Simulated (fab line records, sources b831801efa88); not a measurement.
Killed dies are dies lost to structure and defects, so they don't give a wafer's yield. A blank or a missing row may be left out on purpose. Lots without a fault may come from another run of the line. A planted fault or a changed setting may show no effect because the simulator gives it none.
fab line records | flow sky130
record lots=24 wafers=72 last_day=50
route steps=708 shown CONTACT@410 METAL3@569 VIA3@574 CAP2M@617 METAL4@632 PASSIVATION@681
lots that met no fault: from a run of the same line without faults
start_h: hours from the record's first day to the start of the lot's first wafer shown | wait_h: hours since the lot's step before | " the same as in the row above | L1.1+2: a row that stands for several wafers | - no value, or no start given | * or withheld: withheld | < > ~ a bound
route shown NAME@n: a module of which the file shows steps, and the number in the route of the first | usual: mean/standard deviation of fault-free wafers | same: alike in all rows | chamber/n: place in a boat | sites: the reading at each site | _std_site: their standard deviation | _edge_site: outer sites' mean less inner sites' | radius_mm: how far each site lies from the wafer's centre | mask NAME#n: copy n | behind: the tool/chamber that last shaped the wafer | hold: why the lot was held/for how many hours/how that ended | device: the transistor (n, p or np) that didn't switch | end of line: the same wafers' tests at the end of the route | a step without rows: its recipe alone | killed: dies lost to structure and defects at the first sort, not the wafer's yield | map: a wafer's dies, x killed, . not, _ none there
set.NAME: the setting as run; set.NAME@STEP: as run at that earlier step | model.NAME: the simulator's own value behind a step, which no gauge read
steps of the route over a sample of lots; a table a step, a row a wafer
services: from which hour (start_h, from the record's first day; less than 0 if before it) a tool's chamber was out of use, for how many hours, and why
## steps
# step SKY_CONTACT_CMP_04
# recipe material=SiO2 down_force_psi=4 platen_rpm=60 pad_velocity_m_s=0.94248
# usual motor_current_A=12.2/1.6 platen_rpm=60.00/0.043 time_to_endpoint_s=81/4.5
# columns lot.wafer tool chamber start_h wait_h motor_current_A platen_rpm time_to_endpoint_s
L074.4 cmp-01 3 714.07 0.1 11.5 60.04 82
L074.3 " 0 " " 11.1 60.02 84
L074.6 " 2 " " 10.8 60.10 78
L075.3 cmp-01 2 714.27 0.1 10.2 59.96 79
L075.1 " 3 " " 11.6 59.89 78
L075.5 " 2 " " 10.9 60.09 78
L076.4 cmp-02 1 725.07 0.2 12.6 60.11 90
L076.5 " 2 " " 11.1 59.99 88
L076.6 " 3 " " 10.4 59.96 79
L077.1 cmp-01 3 728.75 0.1 12.5 60.00 86
L077.2 " 1 " " 14.9 59.99 87
L077.4 " 2 " " 10.9 60.04 81
L078.1 cmp-02 3 749.07 0.2 10.5 60.02 74
L078.3 " 2 " " 11.2 59.94 84
L078.6 " 0 " " 14.5 60.02 80
L079.2 cmp-02 0 760.69 0.1 12.8 60.03 77
L079.1 " 1 " " 12.9 60.02 88
L079.5 " 3 " " 10.7 60.04 78
L081.2 cmp-01 0 761.00 0.0 11.8 59.93 75
L081.3 " 1 " " 15.6 60.09 86
L081.1 " 3 " " 11.9 60.03 77
L080.1 cmp-02 2 761.59 0.1 11.4 60.04 81
L080.4 " 0 " " 13.4 59.99 81
L080.3 " 1 " " 12.7 60.04 86
L082.4 cmp-02 2 771.11 0.3 10.9 59.91 83
L082.2 " 3 " " 10.3 60.02 76
L082.1 " 1 " " 12.4 60.00 86
L083.2 cmp-02 1 784.16 0.1 12.7 59.99 88
L083.1 " 2 " " 11.3 59.95 84
L083.6 " 0 " " 13.5 60.01 80
L084.2 cmp-02 0 784.51 0.4 14.2 59.98 80
L084.6 " 2 " " 11.7 60.00 80
L084.5 " 3 " " 10.3 60.02 77
L086.2 cmp-01 2 804.63 0.0 10.0 60.00 76
L086.3 " 3 " " 11.2 59.92 83
L086.6 " 3 " " 11.8 59.92 81
L085.4 cmp-01 0 807.22 0.0 11.7 60.01 83
L085.2 " 1 " " 15.5 59.98 81
L085.1 " 3 " " 11.3 60.04 85
L089.4 cmp-01 1 836.98 0.0 15.2 60.05 88
L089.1 " 2 " " 10.4 60.01 78
L089.2 " 0 " " 11.1 60.01 75
L088.1 cmp-02 1 838.05 0.2 11.7 59.97 80
L088.2 " 2 " " 11.7 59.94 80
L088.4 " 3 " " 10.5 59.99 76
L087.3 cmp-02 3 838.80 0.3 10.7 60.00 73
L087.1 " 1 " " 11.9 60.01 85
L087.6 " 0 " " 13.3 59.97 75
L090.3 cmp-02 2 839.50 0.1 11.8 60.05 79
L090.6 " 0 " " 15.0 59.95 73
L090.5 " 1 " " 12.2 60.07 84
L092.2 cmp-01 0 857.75 0.0 11.4 59.95 86
L092.1 " 3 " " 11.8 59.96 79
L092.5 " 0 " " 11.5 60.00 87
L091.4 cmp-02 1 859.91 0.1 12.4 60.06 83
L091.1 " 2 " " 11.3 60.02 83
L091.6 " 1 " " 12.5 60.00 84
L093.3 cmp-02 0 861.97 0.0 13.8 60.01 83
L093.5 " 0 " " 13.8 60.04 74
L093.6 " 1 " " 12.8 59.92 86
L094.1 cmp-01 2 864.66 0.1 10.6 59.95 77
L094.2 " 0 " " 11.1 60.03 79
L094.5 " 1 " " 14.4 60.00 85
L095.3 cmp-02 0 879.72 0.1 14.2 60.05 82
L095.4 " 1 " " 12.6 60.05 85
L095.1 " 2 " " 10.7 60.04 82
L097.3 cmp-02 0 885.05 0.0 14.3 59.98 77
L097.2 " 3 " " 10.9 59.98 80
L097.5 " 1 " " 12.7 60.00 87
L096.4 cmp-02 3 887.66 0.0 10.5 59.99 82
L096.2 " 2 " " 11.1 60.03 89
L096.5 " 3 " " 10.3 60.03 83
# step SKY_METAL3_STRIP_19
# recipe chemistry=O2/N2 power_w=1400 pressure_mtorr=1500 platen_temp_c=withheld o2_flow_sccm=3000 n2_flow_sccm=300 overash_fraction=0.5
# usual drypump_motor_current_A=5.5/0.56 oes_product_au=0.495/0.0063 strip_time_to_endpoint_s=6.36/0.1
# columns lot.wafer tool chamber start_h wait_h drypump_motor_current_A oes_product_au rf_hours_counter_h strip_time_to_endpoint_s
L075.1 plasma_asher-01 1 914.12 0.1 4.8 0.504 109 6.44
L075.3 " 0 " " 5.2 0.497 - 6.42
L075.5 " 0 " " 5.2 0.494 - 6.30
L074.3 plasma_asher-04 1 914.50 0.1 5.8 0.486 - 6.28
L074.4 " 0 " " 6.6 0.505 - 6.35
L074.6 " 1 " " 5.8 0.493 - 6.36
L076.4 plasma_asher-03 1 925.65 0.1 5.4 0.501 - 6.42
L076.5 " 0 " " 5.5 0.506 - 6.39
L076.6 " 1 " " 5.4 0.499 - 6.42
L077.1 plasma_asher-03 1 927.14 0.1 5.3 0.497 17 6.34
L077.2 " 0 " " 5.5 0.491 17 6.30
L077.4 " 1 " " 5.4 0.497 - 6.35
L078.1 plasma_asher-04 1 944.37 0.3 5.8 0.486 82 6.26
L078.3 " 0 " " 6.6 0.499 - 6.26
L078.6 " 0 " " 6.6 0.497 - 6.31
L079.1 plasma_asher-03 1 959.47 0.1 5.3 0.497 20 6.52
L079.2 " 0 " " 5.5 0.489 20 6.12
L079.5 " 0 " " 5.6 0.491 - 6.17
L080.1 plasma_asher-01 0 960.41 0.1 5.2 0.498 113 6.42
L080.3 " 0 " " 5.2 0.499 - 6.44
L080.4 " 1 " " 4.9 0.493 - 6.46
L081.1 plasma_asher-04 0 960.69 0.1 6.6 0.495 83 6.43
L081.2 " 1 " " 5.8 0.495 83 6.39
L081.3 " 0 " " 6.6 0.500 - 6.33
L082.1 plasma_asher-01 0 966.01 0.1 5.2 0.506 114 6.49
L082.2 " 1 " " 4.9 0.498 114 6.42
L082.4 " 0 " " 5.2 0.499 - 6.47
L083.1 plasma_asher-03 0 978.09 0.1 5.5 0.489 22 6.32
L083.2 " 1 " " 5.4 0.497 22 6.38
L083.6 " 0 " " 5.5 0.497 - 6.35
L084.2 plasma_asher-04 1 980.94 0.1 5.8 0.488 86 6.26
L084.5 " 0 " " 6.6 0.499 - 6.34
L084.6 " 1 " " 5.9 0.494 - 6.36
L086.2 plasma_asher-01 0 995.57 0.1 5.2 0.495 117 6.30
L086.3 " 0 " " 5.2 0.496 - 6.24
L086.6 " 0 " " 5.2 0.498 - 6.28
L085.1 plasma_asher-04 0 997.16 0.1 6.6 0.476 87 6.17
L085.2 " 1 " " 5.8 0.500 87 6.61
L085.4 " 0 " " 6.6 0.503 - 6.58
L089.1 plasma_asher-01 0 1013.68 0.3 5.2 0.492 119 6.31
L089.2 " 1 " " 4.9 0.487 119 6.27
L089.4 " 0 " " 5.2 0.488 - 6.31
L088.1 plasma_asher-03 1 1017.50 0.3 5.4 0.486 26 6.20
L088.2 " 0 " " 5.5 0.488 26 6.26
L088.4 " 0 " " 5.6 0.487 - 6.22
L087.1 plasma_asher-04 0 1020.04 0.3 6.6 0.496 89 6.37
L087.3 " 0 " " 6.6 0.491 - 6.38
L087.6 " 1 " " 5.8 0.496 - 6.31
L090.3 plasma_asher-01 1 1020.84 0.1 4.8 0.498 - 6.51
L090.5 " 0 " " 5.2 0.490 - 6.22
L090.6 " 1 " " 4.8 0.505 - 6.56
L092.1 plasma_asher-01 0 1037.04 0.1 5.2 0.501 121 6.43
L092.2 " 1 " " 4.8 0.499 121 6.32
L092.5 " 1 " " 4.8 0.505 - 6.42
L091.1 plasma_asher-01 0 1038.27 0.1 5.2 0.498 121 6.55
L091.4 " 0 " " 5.2 0.490 - 6.22
L091.6 " 0 " " 5.2 0.508 - 6.53
L093.3 plasma_asher-01 1 1043.93 0.1 4.8 0.489 - 6.38
L093.5 " 1 " " 4.8 0.496 - 6.37
L093.6 " 0 " " 5.3 0.495 - 6.40
L094.1 plasma_asher-03 1 1043.94 0.1 5.4 0.498 28 6.35
L094.2 " 0 " " 5.5 0.493 28 6.36
L094.5 " 0 " " 5.5 0.498 - 6.33
L095.1 plasma_asher-01 1 1053.82 0.2 4.8 0.494 123 6.39
L095.3 " 1 " " 4.9 0.503 - 6.42
L095.4 " 0 " " 5.2 0.500 - 6.38
L097.2 plasma_asher-04 0 1060.13 0.2 6.6 0.489 93 6.38
L097.3 " 1 " " 5.9 0.507 - 6.41
L097.5 " 0 " " 6.6 0.495 - 6.39
L096.2 plasma_asher-03 0 1065.54 0.1 5.5 0.483 31 6.15
L096.4 " 0 " " 5.5 0.508 - 6.53
L096.5 " 1 " " 5.3 0.497 - 6.42
# step SKY_VIA3_THK_MEAS_01
# recipe reads=SiO2_of_VIA3_HDPCVD_00
# usual VIA3_HDPCVD_THK=1707/25
# columns lot.wafer tool chamber start_h wait_h VIA3_HDPCVD_THK[nm]
L074.3 film_metro-01 - 915.30 0.2 1729
L074.4 " - " " 1727
L074.6 " - " " 1712
L075.1 film_metro-01 - 915.41 0.1 1684
L075.3 " - " " 1725
L075.5 " - " " 1747
L076.4 film_metro-04 - 926.81 0.0 1710
L076.5 " - " " 1669
L076.6 " - " " 1744
L077.1 film_metro-04 - 928.30 0.1 1728
L077.2 " - " " 1692
L077.4 " - " " 1698
L078.1 film_metro-04 - 945.14 0.1 1677
L078.3 " - " " 1707
L078.6 " - " " 1693
L079.1 film_metro-01 - 960.29 0.1 1726
L079.2 " - " " 1667
L079.5 " - " " 1713
L080.1 film_metro-02 - 961.17 0.1 1682
L080.3 " - " " 1724
L080.4 " - " " 1725
L081.1 film_metro-01 - 961.88 0.1 1706
L081.2 " - " " 1677
L081.3 " - " " 1737
L082.1 film_metro-01 - 967.02 0.1 1715
L082.2 " - " " 1755
L082.4 " - " " 1739
L083.1 film_metro-02 - 978.90 0.1 1674
L083.2 " - " " 1741
L083.6 " - " " 1720
L084.2 film_metro-01 - 982.05 0.1 1663
L084.5 " - " " 1668
L084.6 " - " " 1732
L086.2 film_metro-02 - 996.34 0.1 1717
L086.3 " - " " 1711
L086.6 " - " " 1713
L085.1 film_metro-02 - 997.98 0.1 1734
L085.2 " - " " 1742
L085.4 " - " " 1731
L089.1 film_metro-02 - 1014.50 0.1 1724
L089.2 " - " " 1710
L089.4 " - " " 1699
L088.1 film_metro-04 - 1018.35 0.1 1721
L088.2 " - " " 1695
L088.4 " - " " 1732
L087.1 film_metro-01 - 1020.83 0.1 1679
L087.3 " - " " 1699
L087.6 " - " " 1720
L090.3 film_metro-04 - 1022.41 0.1 1683
L090.5 " - " " 1687
L090.6 " - " " 1708
L092.1 film_metro-02 - 1038.23 0.1 1721
L092.2 " - " " 1735
L092.5 " - " " 1721
L091.1 film_metro-01 - 1039.09 0.1 1696
L091.4 " - " " 1673
L091.6 " - " " 1704
L093.3 film_metro-04 - 1045.42 0.1 1721
L093.5 " - " " 1744
L093.6 " - " " 1687
L094.1 film_metro-02 - 1045.46 0.1 1728
L094.2 " - " " 1712
L094.5 " - " " 1719
L095.1 film_metro-04 - 1054.65 0.1 1649
L095.3 " - " " 1700
L095.4 " - " " 1641
L097.2 film_metro-01 - 1060.90 0.1 1736
L097.3 " - " " 1666
L097.5 " - " " 1686
L096.2 film_metro-02 - 1066.33 0.1 1720
L096.4 " - " " 1711
L096.5 " - " " 1723
# step SKY_CAP2M_STRIP_14
# recipe chemistry=O2/N2 power_w=1400 pressure_mtorr=1500 platen_temp_c=withheld o2_flow_sccm=3000 n2_flow_sccm=300 overash_fraction=0.5
# usual drypump_motor_current_A=5.7/0.51 oes_product_au=0.710/0.0042 strip_time_to_endpoint_s=12.60/0.044
# columns lot.wafer tool chamber start_h wait_h drypump_motor_current_A oes_product_au rf_hours_counter_h strip_time_to_endpoint_s
L074.3 plasma_asher-03 1 967.16 0.1 5.4 0.719 - 12.60
L074.4 " 0 " " 5.5 0.706 - 12.56
L074.6 " 1 " " 5.4 0.709 - 12.57
L075.1 plasma_asher-04 1 967.70 0.1 5.8 0.703 84 12.55
L075.3 " 0 " " 6.7 0.708 - 12.55
L075.5 " 1 " " 5.8 0.714 - 12.57
L076.4 plasma_asher-03 0 976.48 0.1 5.5 0.708 - 12.55
L076.5 " 1 " " 5.3 0.703 - 12.53
L076.6 " 0 " " 5.5 0.710 - 12.58
L077.1 plasma_asher-04 0 979.05 0.1 6.6 0.708 86 12.56
L077.2 " 1 " " 5.8 0.707 86 12.63
L077.4 " 0 " " 6.6 0.715 - 12.57
L078.1 plasma_asher-02 1 996.65 0.1 6.1 0.712 54 12.62
L078.3 " 0 " " 4.9 0.715 - 12.66
L078.6 " 0 " " 4.9 0.716 - 12.68
L079.1 plasma_asher-04 1 1009.47 0.1 5.8 0.712 88 12.61
L079.2 " 0 " " 6.6 0.708 88 12.55
L079.5 " 0 " " 6.7 0.710 - 12.59
L080.1 plasma_asher-04 0 1011.97 0.1 6.6 0.708 88 12.61
L080.3 " 0 " " 6.6 0.720 - 12.64
L080.4 " 1 " " 5.9 0.705 - 12.61
L081.1 plasma_asher-03 1 1012.60 0.1 5.4 0.708 25 12.62
L081.2 " 0 " " 5.5 0.704 25 12.63
L081.3 " 1 " " 5.4 0.705 - 12.62
L082.1 plasma_asher-03 0 1018.15 0.1 5.5 0.699 26 12.62
L082.2 " 1 " " 5.4 0.710 26 12.67
L082.4 " 0 " " 5.6 0.711 - 12.66
L083.1 plasma_asher-02 1 1027.87 0.1 6.1 0.707 57 12.56
L083.2 " 0 " " 5.0 0.710 57 12.59
L083.6 " 1 " " 6.1 0.709 - 12.59
L084.2 plasma_asher-04 0 1030.35 0.1 6.6 0.713 90 12.63
L084.5 " 0 " " 6.6 0.711 - 12.65
L084.6 " 1 " " 5.8 0.711 - 12.61
L086.2 plasma_asher-04 0 1043.82 0.1 6.6 0.714 91 12.65
L086.3 " 0 " " 6.6 0.706 - 12.58
L086.6 " 0 " " 6.6 0.710 - 12.62
L085.1 plasma_asher-03 1 1045.25 0.1 5.4 0.715 29 12.61
L085.2 " 0 " " 5.5 0.715 29 12.57
L085.4 " 1 " " 5.4 0.704 - 12.61
L089.1 plasma_asher-04 0 1060.80 0.1 6.6 0.721 93 12.57
L089.2 " 1 " " 5.9 0.707 93 12.57
L089.4 " 0 " " 6.6 0.713 - 12.54
L088.1 plasma_asher-03 1 1064.90 0.1 5.4 0.707 30 12.69
L088.2 " 0 " " 5.5 0.704 30 12.66
L088.4 " 0 " " 5.5 0.712 - 12.69
L087.1 plasma_asher-03 1 1067.85 0.1 5.3 0.711 31 12.54
L087.3 " 1 " " 5.3 0.710 - 12.49
L087.6 " 0 " " 5.5 0.716 - 12.53
L090.3 plasma_asher-03 1 1068.98 0.1 5.3 0.709 - 12.64
L090.5 " 0 " " 5.5 0.714 - 12.60
L090.6 " 1 " " 5.3 0.709 - 12.58
L092.1 plasma_asher-03 0 1084.25 0.1 5.5 0.710 32 12.63
L092.2 " 1 " " 5.4 0.709 32 12.60
L092.5 " 0 " " 5.5 0.707 - 12.63
L091.1 plasma_asher-03 1 1085.07 0.1 5.3 0.700 32 12.55
L091.4 " 1 " " 5.3 0.707 - 12.50
L091.6 " 0 " " 5.5 0.707 - 12.58
L093.3 plasma_asher-04 0 1091.54 0.1 6.6 0.708 - 12.56
L093.5 " 1 " " 5.9 0.708 - 12.60
L093.6 " 0 " " 6.6 0.712 - 12.59
L094.1 plasma_asher-04 0 1092.15 0.1 6.6 0.705 97 12.58
L094.2 " 1 " " 5.8 0.714 97 12.58
L094.5 " 1 " " 5.8 0.710 - 12.58
L095.1 plasma_asher-02 0 1098.30 0.1 5.0 0.709 64 12.65
L095.3 " 1 " " 6.1 0.713 - 12.63
L095.4 " 0 " " 5.0 0.706 - 12.60
L097.2 plasma_asher-02 1 1104.88 0.1 6.1 0.707 65 12.64
L097.3 " 0 " " 5.0 0.710 - 12.63
L097.5 " 1 " " 6.1 0.714 - 12.68
L096.2 plasma_asher-03 1 1109.80 0.1 5.4 0.703 35 12.58
L096.4 " 1 " " 5.4 0.709 - 12.62
L096.5 " 1 " " 5.4 0.718 - 12.55
# step SKY_METAL4_ETCH_16
# recipe chemistry=N2/H2 target=BARC ion_energy_ev=200 bias_w=100 pressure_mtorr=30 n2_flow_sccm=100 h2_flow_sccm=200 icp_w=500 stop_on=SiO2 time_s=88.2 target_depth_a=600
# usual drypump_motor_current_A=5.4/0.38 oes_product_au=0.626/0.0045 throttle_valve_pct=13.204/0.0084
# same time_s=88.2
# columns lot.wafer tool chamber start_h wait_h drypump_motor_current_A oes_product_au rf_hours_counter_h throttle_valve_pct
L074.3 rie_metal-01 0 992.51 0.0 6.0 0.622 - 13.197
L074.4 " 1 " " 5.4 0.629 - 13.208
L074.6 " 1 " " 5.4 0.622 - 13.208
L075.1 rie_metal-02 0 993.18 0.0 5.1 0.628 10 13.193
L075.3 " 0 " " 5.2 0.635 - 13.196
L075.5 " 0 " " 5.2 0.621 - 13.206
L076.4 rie_metal-02 1 1001.33 0.0 5.3 0.624 - 13.210
L076.5 " 0 " " 5.2 0.630 - 13.191
L076.6 " 1 " " 5.3 0.623 - 13.200
L077.1 rie_metal-02 0 1003.48 0.0 5.2 0.629 11 13.211
L077.2 " 1 " " 5.3 0.618 7 13.200
L077.4 " 0 " " 5.2 0.622 - 13.211
L078.1 rie_metal-01 1 1020.90 0.1 5.4 0.630 11 13.207
L078.3 " 1 " " 5.4 0.627 - 13.199
L078.6 " 1 " " 5.4 0.624 - 13.212
L079.1 rie_metal-02 1 1032.30 0.0 5.3 0.634 9 13.208
L079.2 " 0 " " 5.1 0.630 13 13.207
L079.5 " 1 " " 5.2 0.619 - 13.199
L080.1 rie_metal-01 0 1034.63 0.0 6.0 0.624 3 13.216
L080.3 " 1 " " 5.4 0.624 - 13.214
L080.4 " 0 " " 6.0 0.626 - 13.219
L081.1 rie_metal-01 0 1035.75 0.0 6.0 0.628 4 13.191
L081.2 " 1 " " 5.4 0.625 13 13.205
L081.3 " 1 " " 5.4 0.624 - 13.202
L082.1 rie_metal-04 1 1041.18 0.0 4.9 0.623 20 13.186
L082.2 " 0 " " 5.8 0.632 21 13.195
L082.4 " 0 " " 5.9 0.628 - 13.206
L083.1 rie_metal-01 0 1051.03 0.0 6.0 0.626 5 13.203
L083.2 " 1 " " 5.4 0.633 14 13.213
L083.6 " 0 " " 6.0 0.619 - 13.197
L084.2 rie_metal-01 1 1053.11 0.0 5.4 0.633 14 13.199
L084.5 " 0 " " 6.0 0.621 - 13.214
L084.6 " 1 " " 5.4 0.621 - 13.220
L086.2 rie_metal-04 0 1066.71 0.0 5.9 0.636 23 13.215
L086.3 " 0 " " 5.9 0.622 - 13.213
L086.6 " 0 " " 5.9 0.622 - 13.203
L085.1 rie_metal-02 1 1068.63 0.0 5.3 0.621 12 13.207
L085.2 " 0 " " 5.2 0.630 15 13.203
L085.4 " 1 " " 5.3 0.626 - 13.215
L089.1 rie_metal-01 1 1082.45 0.0 5.4 0.622 16 13.203
L089.2 " 0 " " 6.0 0.627 7 13.201
L089.4 " 1 " " 5.4 0.629 - 13.201
L088.1 rie_metal-04 1 1086.81 0.0 4.9 0.626 23 13.200
L088.2 " 0 " " 5.9 0.625 24 13.203
L088.4 " 0 " " 5.8 0.629 - 13.213
L087.1 rie_metal-01 1 1089.18 0.0 5.4 0.632 16 13.196
L087.3 " 1 " " 5.4 0.624 - 13.193
L087.6 " 1 " " 5.4 0.628 - 13.202
L090.3 rie_metal-04 0 1091.08 0.0 5.8 0.628 - 13.197
L090.5 " 0 " " 5.9 0.624 - 13.200
L090.6 " 1 " " 4.9 0.625 - 13.196
L092.1 rie_metal-04 1 1104.90 0.1 5.0 0.632 25 13.218
L092.2 " 1 " " 5.0 0.623 - 13.193
L092.5 " 1 " " 4.9 0.622 - 13.205
L091.1 rie_metal-04 1 1106.08 0.1 4.9 0.622 25 13.216
L091.4 " 1 " " 4.9 0.626 - 13.196
L091.6 " 1 " " 5.0 0.631 - 13.209
L093.3 rie_metal-04 1 1112.53 0.1 4.9 0.627 - 13.216
L093.5 " 1 " " 4.9 0.626 - 13.205
L093.6 " 1 " " 5.0 0.627 - 13.221
L094.1 rie_metal-01 0 1113.38 0.0 6.0 0.628 9 13.205
L094.2 " 1 " " 5.4 0.621 18 13.210
L094.5 " 0 " " 6.0 0.626 - 13.193
L095.1 rie_metal-02 0 1119.06 0.0 5.2 0.634 19 13.203
L095.3 " 1 " " 5.3 0.633 - 13.219
L095.4 " 0 " " 5.1 0.626 - 13.211
L097.2 rie_metal-01 0 1125.20 0.0 6.0 0.627 10 13.201
L097.3 " 0 " " 6.0 0.627 - 13.203
L097.5 " 0 " " 6.0 0.626 - 13.205
L096.2 rie_metal-01 0 1130.61 0.0 6.0 0.633 10 13.197
L096.4 " 1 " " 5.4 0.622 - 13.197
L096.5 " 1 " " 5.4 0.622 - 13.213
# step SKY_PASSIVATION_CVD_00
# recipe material=SiO2 target_thk_nm=90 temp_c=400 time_s=withheld rf_w=600
# usual heater_power_w=640/84
# columns lot.wafer tool chamber start_h wait_h heater_power_w
L074.3 pecvd-04 2 1041.09 0.0 574
L074.4 " 2 " " 598
L074.6 " 0 " " 591
L075.1 pecvd-03 1 1042.75 0.0 574
L075.3 " 2 " " 662
L075.5 " 0 " " 500
L076.4 pecvd-04 1 1050.31 0.0 807
L076.5 " 2 " " 607
L076.6 " 0 " " 529
L077.1 pecvd-03 0 1052.05 0.0 496
L077.2 " 1 " " 637
L077.4 " 1 " " 630
L078.1 pecvd-02 1 1069.62 0.0 681
L078.3 " 2 " " 586
L078.6 " 1 " " 694
L079.1 pecvd-03 0 1077.09 0.0 506
L079.2 " 2 " " 707
L079.5 " 2 " " 714
L080.1 pecvd-03 1 1081.01 0.0 546
L080.3 " 0 " " 596
L080.4 " 0 " " 591
L081.1 pecvd-04 1 1083.10 0.0 756
L081.2 " 0 " " 612
L081.3 " 2 " " 625
L082.1 pecvd-02 0 1088.05 0.0 608
L082.2 " 1 " " 594
L082.4 " 1 " " 597
L083.1 pecvd-04 1 1097.29 0.0 751
L083.2 " 0 " " 607
L083.6 " 0 " " 612
L084.2 pecvd-03 1 1097.59 0.0 622
L084.5 " 1 " " 641
L084.6 " 2 " " 718
L086.2 pecvd-04 0 1113.39 0.0 584
L086.3 " 1 " " 802
L086.6 " 0 " " 606
L085.1 pecvd-04 0 1114.68 0.0 635
L085.2 " 1 " " 823
L085.4 " 2 " " 692
L089.1 pecvd-04 2 1126.23 0.0 705
L089.2 " 0 " " 636
L089.4 " 1 " " 796
L088.1 pecvd-04 2 1130.94 0.0 598
L088.2 " 0 " " 629
L088.4 " 1 " " 799
L087.1 pecvd-02 2 1133.51 0.0 681
L087.3 " 0 " " 518
L087.6 " 0 " " 533
L090.3 pecvd-03 2 1135.71 0.0 707
L090.5 " 2 " " 715
L090.6 " 0 " " 556
L092.1 pecvd-02 2 1147.00 0.0 573
L092.2 " 1 " " 726
L092.5 " 2 " " 591
L091.1 pecvd-03 1 1148.80 0.0 565
L091.4 " 2 " " 685
L091.6 " 1 " " 569
L093.3 pecvd-02 2 1155.03 0.0 699
L093.5 " 2 " " 676
L093.6 " 0 " " 585
L094.1 pecvd-03 0 1156.33 0.0 567
L094.2 " 1 " " 585
L094.5 " 0 " " 574
L095.1 pecvd-04 1 1160.50 0.0 804
L095.3 " 2 " " 626
L095.4 " 2 " " 643
L097.2 pecvd-04 1 1166.07 0.0 802
L097.3 " 2 " " 598
L097.5 " 0 " " 528
L096.2 pecvd-03 2 1170.37 0.0 594
L096.4 " 2 " " 601
L096.5 " 0 " " 578
## services
# columns tool chamber start_h hours kind
plasma_asher-04 - 718.68 1.3 repair
plasma_asher-03 - 733.75 9.0 pm
cmp-02 - 744.00 4.0 pm
plasma_asher-04 - 754.40 3.5 repair
plasma_asher-04 - 772.64 0.4 repair
plasma_asher-04 - 812.93 2.6 repair
rie_metal-01 - 839.89 2.8 pm
rie_metal-01 0 845.45 16.1 repair
cmp-02 - 850.10 7.9 pm
plasma_asher-04 - 898.49 6.0 repair
plasma_asher-03 - 901.00 20.1 pm
cmp-02 - 954.50 1.0 repair
plasma_asher-03 - 965.27 1.7 repair
plasma_asher-03 - 967.27 1.2 repair
cmp-02 - 968.29 5.8 pm
cmp-02 - 978.55 17.9 pm
rie_metal-01 - 981.74 4.0 pm
plasma_asher-04 - 993.41 2.8 pm
rie_metal-01 0 1012.35 20.0 repair
plasma_asher-03 - 1047.32 3.5 repair
cmp-02 - 1047.39 1.2 repair
cmp-02 - 1084.06 4.0 pm
cmp-02 - 1113.36 2.3 repair
cmp-02 - 1119.17 1.0 repair
## key
fault none
